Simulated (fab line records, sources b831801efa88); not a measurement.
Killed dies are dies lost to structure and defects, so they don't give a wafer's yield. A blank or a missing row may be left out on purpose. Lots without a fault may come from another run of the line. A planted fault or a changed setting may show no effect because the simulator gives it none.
Which tool did it? | flow sky130 | 24 lots, 72 wafers sampled, at 6 steps of a route of 708

WHAT THE GAUGES READ, wafer by wafer
SKY_NWELL_TW_MEAS_26.
lot  | measured     | on            | NWELL_2_TW
L074 | day 5 05:20  | film_metro-02 | 494 495 493
L075 | day 5 10:31  | film_metro-04 | 494 493 492
L076 | day 5 15:53  | film_metro-02 | 492 494 493
L077 | day 5 22:23  | film_metro-03 | 503 506 505
L078 | day 6 07:01  | film_metro-03 | 504 506 502
L079 | day 6 18:52  | film_metro-04 | 496 492 494
L080 | day 6 23:22  | film_metro-03 | 506 503 505
L081 | day 7 09:01  | film_metro-02 | 497 494 493
L082 | day 7 11:56  | film_metro-04 | 490 491 493
L083 | day 7 19:32  | film_metro-04 | 490 491 490
L084 | day 7 22:29  | film_metro-02 | 492 493 495
L085 | day 8 06:07  | film_metro-03 | 505 503 506
L086 | day 8 12:40  | film_metro-04 | 486 485 488
L087 | day 8 14:10  | film_metro-02 | 491 487 492
L088 | day 8 20:31  | film_metro-03 | 502 507 502
L089 | day 9 01:14  | film_metro-03 | 505 502 503
L090 | day 9 07:53  | film_metro-03 | 506 508 505
L091 | day 9 13:49  | film_metro-04 | 490 492 491
L092 | day 9 20:10  | film_metro-03 | 505 505 506
L093 | day 10 03:44 | film_metro-03 | 507 508 509
L094 | day 10 13:10 | film_metro-03 | 505 507 506
L095 | day 10 14:41 | film_metro-03 | 504 506 504
L096 | day 10 18:32 | film_metro-03 | 506 506 505
L097 | day 11 06:00 | film_metro-03 | 502 505 505

SKY_METAL1_CD_MEAS_15: target cd 140 nm.
lot  | measured     | on        | cd_nm (nm)
L074 | day 32 15:54 | cd_sem-01 | 141.5 141.1 143.1
L075 | day 32 21:35 | cd_sem-01 | 140.0 140.5 140.5
L076 | day 32 22:19 | cd_sem-01 | 137.7 140.8 140.1
L077 | day 33 18:28 | cd_sem-02 | 137.9 138.8 139.6
L078 | day 33 20:53 | cd_sem-02 | 139.3 137.6 140.7
L079 | day 34 18:50 | cd_sem-01 | 138.5 139.2 138.6
L080 | day 34 20:23 | cd_sem-02 | 138.7 138.9 139.5
L081 | day 36 04:08 | cd_sem-01 | 142.5 141.6 141.0
L082 | day 36 01:21 | cd_sem-01 | 137.8 139.1 137.9
L083 | day 36 05:27 | cd_sem-01 | 141.9 139.4 142.3
L084 | day 36 04:31 | cd_sem-01 | 141.7 141.2 141.5
L085 | day 36 10:50 | cd_sem-02 | 138.8 139.3 137.3
L086 | day 36 17:56 | cd_sem-01 | 140.0 138.3 140.5
L087 | day 36 22:05 | cd_sem-02 | 142.7 142.4 142.4
L088 | day 37 03:50 | cd_sem-01 | 139.7 139.6 139.6
L089 | day 37 09:40 | cd_sem-01 | 142.6 142.6 142.9
L090 | day 37 10:09 | cd_sem-01 | 142.5 140.7 142.2
L091 | day 38 04:26 | cd_sem-01 | 136.9 137.3 138.7
L092 | day 38 05:05 | cd_sem-01 | 140.7 137.9 140.3
L093 | day 38 14:18 | cd_sem-01 | 137.8 139.9 137.3
L094 | day 39 01:11 | cd_sem-02 | 139.8 141.2 139.8
L095 | day 39 03:04 | cd_sem-02 | 138.8 138.5 138.6
L096 | day 39 05:40 | cd_sem-02 | 140.0 139.4 141.2
L097 | day 39 18:12 | cd_sem-01 | 141.3 141.9 142.4

SKY_VIA3_THK_MEAS_23: measures by xrf.
lot  | measured     | on            | VIA3_W_THK (nm)
L074 | day 39 14:44 | film_metro-02 | 392 396 384
L075 | day 39 18:14 | film_metro-04 | 413 403 411
L076 | day 39 20:21 | film_metro-01 | 387 391 391
L077 | day 40 13:52 | film_metro-01 | 392 382 389
L078 | day 40 15:35 | film_metro-01 | 384 380 393
L079 | day 41 11:56 | film_metro-02 | 389 402 405
L080 | day 41 13:17 | film_metro-02 | 400 399 400
L081 | day 42 19:01 | film_metro-04 | 407 396 397
L082 | day 42 17:02 | film_metro-02 | 380 402 387
L083 | day 42 19:52 | film_metro-02 | 398 396 388
L084 | day 42 19:34 | film_metro-04 | 393 411 394
L085 | day 43 01:13 | film_metro-02 | 395 388 391
L086 | day 43 06:24 | film_metro-02 | 387 402 400
L087 | day 43 08:20 | film_metro-02 | 392 400 401
L088 | day 43 15:22 | film_metro-04 | 413 394 398
L089 | day 43 20:19 | film_metro-02 | 396 410 392
L090 | day 43 21:47 | film_metro-01 | 385 398 399
L091 | day 44 11:32 | film_metro-04 | 414 402 408
L092 | day 44 12:05 | film_metro-04 | 410 405 398
L093 | day 44 22:09 | film_metro-02 | 388 399 383
L094 | day 45 05:40 | film_metro-04 | 400 413 399
L095 | day 45 08:23 | film_metro-04 | 404 410 409
L096 | day 45 10:05 | film_metro-02 | 404 404 386
L097 | day 45 22:00 | film_metro-04 | 403 395 417

SKY_CAP2M_OVL_MEAS_12.
lot  | measured     | on         | CAP2M_OVL (nm)
L074 | day 40 15:23 | overlay-01 | -2.3 -1.6 -0.6
L075 | day 40 18:47 | overlay-02 | 1.6 1.9 2.3
L076 | day 40 20:50 | overlay-01 | 1.1 0.8 -1.1
L077 | day 41 14:27 | overlay-02 | 1.3 0.9 -0.5
L078 | day 41 16:44 | overlay-02 | 0.5 0.3 1.9
L079 | day 42 11:47 | overlay-02 | -0.1 1.8 1.9
L080 | day 42 13:41 | overlay-02 | 0.2 -0.5 0.8
L081 | day 43 17:50 | overlay-01 | -2.3 -3.9 -0.1
L082 | day 43 16:20 | overlay-01 | -1.3 -0.3 -1.2
L083 | day 43 19:32 | overlay-01 | -0.5 -1.4 1.4
L084 | day 43 19:15 | overlay-02 | -1.1 0.0 -3.4
L085 | day 43 23:59 | overlay-02 | 1.0 1.0 1.2
L086 | day 44 05:26 | overlay-01 | 2.4 2.0 -0.4
L087 | day 44 07:38 | overlay-02 | 1.3 2.3 2.8
L088 | day 44 14:11 | overlay-02 | 1.6 2.5 2.6
L089 | day 44 19:42 | overlay-01 | -1.3 1.2 -0.7
L090 | day 44 21:17 | overlay-02 | 2.0 0.1 2.6
L091 | day 45 09:56 | overlay-01 | -2.8 -1.2 -2.1
L092 | day 45 10:50 | overlay-01 | -0.9 0.2 -0.7
L093 | day 45 19:50 | overlay-01 | -2.2 -0.3 -0.8
L094 | day 46 03:08 | overlay-01 | 0.0 0.8 1.1
L095 | day 46 05:41 | overlay-01 | 0.3 -0.4 -0.2
L096 | day 46 07:53 | overlay-01 | 1.6 1.5 1.3
L097 | day 46 18:56 | overlay-02 | -0.2 -0.4 1.1

WHICH TOOL RAN EACH LOT (tool, then ch and the chambers of the sampled wafers, then the start)
lot  | SKY_METAL1_ETCH_18                | SKY_METAL1_STRIP_20
L074 | rie_metal-01 ch 0, day 32 16:04   | plasma_asher-03 ch 0,1, day 32 16:13
L075 | rie_metal-04 ch 0,1, day 32 21:46 | plasma_asher-01 ch 0,1, day 32 21:55
L076 | rie_metal-03 ch 0,1, day 32 22:28 | plasma_asher-03 ch 0,1, day 32 22:38
L077 | rie_metal-03 ch 0,1, day 33 18:38 | plasma_asher-03 ch 0,1, day 33 18:49
L078 | rie_metal-04 ch 1, day 33 21:04   | plasma_asher-04 ch 0,1, day 33 21:13
L079 | rie_metal-01 ch 0,1, day 34 19:01 | plasma_asher-03 ch 0,1, day 34 19:11
L080 | rie_metal-04 ch 0,1, day 34 20:34 | plasma_asher-04 ch 0,1, day 34 20:44
L081 | rie_metal-03 ch 0,1, day 36 04:19 | plasma_asher-03 ch 0, day 36 04:28
L082 | rie_metal-04 ch 1, day 36 01:34   | plasma_asher-03 ch 0,1, day 36 01:52
L083 | rie_metal-03 ch 0,1, day 36 05:37 | plasma_asher-01 ch 0,1, day 36 05:46
L084 | rie_metal-04 ch 1, day 36 04:44   | plasma_asher-04 ch 0,1, day 36 05:02
L085 | rie_metal-03 ch 0,1, day 36 11:01 | plasma_asher-01 ch 0,1, day 36 11:10
L086 | rie_metal-03 ch 0, day 36 18:10   | plasma_asher-03 ch 0,1, day 36 18:28
L087 | rie_metal-01 ch 0,1, day 36 22:16 | plasma_asher-01 ch 0,1, day 36 22:26
L088 | rie_metal-03 ch 0, day 37 04:03   | plasma_asher-04 ch 0,1, day 37 04:22
L089 | rie_metal-04 ch 0,1, day 37 09:50 | plasma_asher-01 ch 0,1, day 37 10:01
L090 | rie_metal-01 ch 0, day 37 10:19   | plasma_asher-04 ch 0,1, day 37 10:28
L091 | rie_metal-04 ch 0,1, day 38 04:37 | plasma_asher-04 ch 0,1, day 38 04:46
L092 | rie_metal-03 ch 1, day 38 05:16   | plasma_asher-04 ch 0, day 38 05:25
L093 | rie_metal-03 ch 0,1, day 38 14:28 | plasma_asher-04 ch 0,1, day 38 14:37
L094 | rie_metal-04 ch 0,1, day 39 01:23 | plasma_asher-04 ch 0,1, day 39 01:32
L095 | rie_metal-01 ch 0, day 39 03:17   | plasma_asher-01 ch 1, day 39 03:34
L096 | rie_metal-04 ch 0, day 39 05:50   | plasma_asher-04 ch 0,1, day 39 05:59
L097 | rie_metal-03 ch 0,1, day 39 18:22 | plasma_asher-01 ch 0,1, day 39 18:31
- SKY_METAL1_ETCH_18: etches BARC in N2/H2, stops on SiO2, time 45.9 s, target depth 60 nm.
- SKY_METAL1_STRIP_20: strips in O2/N2.

WHAT THE TOOLS THEMSELVES READ (means of the sampled wafers that have a number; where no wafer has one, the mark that the record gives instead)
SKY_METAL1_ETCH_18.
lot  | tool         | bias_w (W) | drypump_motor_current_A (A) | oes_product_au (a.u.) | throttle_valve_pct (%)
L074 | rie_metal-01 | 99.67      | 6.3                         | 0.854                 | 13.222
L075 | rie_metal-04 | 99.83      | 5.5                         | 0.855                 | 13.217
L076 | rie_metal-03 | 99.98      | 5.7                         | 0.853                 | 13.217
L077 | rie_metal-03 | 99.85      | 5.7                         | 0.850                 | 13.226
L078 | rie_metal-04 | 100.10     | 5.9                         | 0.854                 | 13.223
L079 | rie_metal-01 | 99.51      | 5.6                         | 0.852                 | 13.230
L080 | rie_metal-04 | 99.73      | 5.1                         | 0.852                 | 13.229
L081 | rie_metal-03 | 99.91      | 5.7                         | 0.853                 | 13.234
L082 | rie_metal-04 | 100.27     | 5.9                         | 0.852                 | 13.230
L083 | rie_metal-03 | 99.63      | 5.7                         | 0.858                 | 13.221
L084 | rie_metal-04 | 99.88      | 5.9                         | 0.854                 | 13.220
L085 | rie_metal-03 | 99.70      | 5.7                         | 0.855                 | 13.219
L086 | rie_metal-03 | 100.35     | 5.6                         | 0.854                 | 13.222
L087 | rie_metal-01 | 100.08     | 5.6                         | 0.854                 | 13.223
L088 | rie_metal-03 | 100.11     | 5.6                         | 0.852                 | 13.219
L089 | rie_metal-04 | 99.93      | 5.1                         | 0.856                 | 13.227
L090 | rie_metal-01 | 99.98      | 6.3                         | 0.857                 | 13.230
L091 | rie_metal-04 | 99.92      | 5.5                         | 0.855                 | 13.230
L092 | rie_metal-03 | 100.11     | 6.0                         | 0.850                 | 13.234
L093 | rie_metal-03 | 100.27     | 5.9                         | 0.853                 | 13.231
L094 | rie_metal-04 | 100.01     | 5.1                         | 0.853                 | 13.231
L095 | rie_metal-01 | 99.71      | 6.3                         | 0.854                 | 13.230
L096 | rie_metal-04 | 99.89      | 4.7                         | 0.851                 | 13.233
L097 | rie_metal-03 | 99.94      | 5.7                         | 0.854                 | 13.223

SKY_METAL1_STRIP_20.
lot  | tool            | drypump_motor_current_A (A) | oes_product_au (a.u.) | strip_time_to_endpoint_s (s)
L074 | plasma_asher-03 | 5.7                         | 0.349                 | 2.75
L075 | plasma_asher-01 | 5.9                         | 0.345                 | 2.69
L076 | plasma_asher-03 | 5.6                         | 0.347                 | 2.66
L077 | plasma_asher-03 | 5.6                         | 0.343                 | 2.60
L078 | plasma_asher-04 | 5.4                         | 0.345                 | 2.68
L079 | plasma_asher-03 | 5.6                         | 0.341                 | 2.72
L080 | plasma_asher-04 | 6.0                         | 0.345                 | 2.70
L081 | plasma_asher-03 | 5.8                         | 0.338                 | 2.60
L082 | plasma_asher-03 | 5.7                         | 0.342                 | 2.67
L083 | plasma_asher-01 | 5.5                         | 0.337                 | 2.59
L084 | plasma_asher-04 | 5.4                         | 0.342                 | 2.68
L085 | plasma_asher-01 | 5.6                         | 0.340                 | 2.61
L086 | plasma_asher-03 | 5.7                         | 0.337                 | 2.54
L087 | plasma_asher-01 | 5.6                         | 0.339                 | 2.69
L088 | plasma_asher-04 | 6.0                         | 0.335                 | 2.53
L089 | plasma_asher-01 | 5.5                         | 0.343                 | 2.71
L090 | plasma_asher-04 | 6.0                         | 0.342                 | 2.71
L091 | plasma_asher-04 | 5.3                         | 0.341                 | 2.66
L092 | plasma_asher-04 | 6.7                         | 0.345                 | 2.75
L093 | plasma_asher-04 | 5.4                         | 0.340                 | 2.68
L094 | plasma_asher-04 | 5.4                         | 0.345                 | 2.67
L095 | plasma_asher-01 | 6.2                         | 0.347                 | 2.72
L096 | plasma_asher-04 | 6.0                         | 0.344                 | 2.69
L097 | plasma_asher-01 | 5.5                         | 0.336                 | 2.55

THE ANSWER, worked out from the rows above alone
Rule: what is usual is taken from the lots themselves. Put in order of their means at a reading, lots are off if they are a third of the lots or fewer, leave a main group of 4 or more, and stand apart from it by a gap of 3 or more times the standard deviation of the main group's means; of several such gaps the widest counts. A main group whose means are all the same, to the digits that the tables above print for the reading, isn't used. A lot without any number at a reading at which 4 lots or more have one is off too. The other lots that the step has rows for count as sound. The gauges are gone through in route order, then the tools' own readings, and for those a lot's mean is taken as printed above. The first step at which some lot is off is used, and at that step the reading that is off furthest; a lot without a number counts as furthest.
No lot is off at any reading shown: from this, nothing can be told.

WHAT THE SIMULATOR HAD PUT IN
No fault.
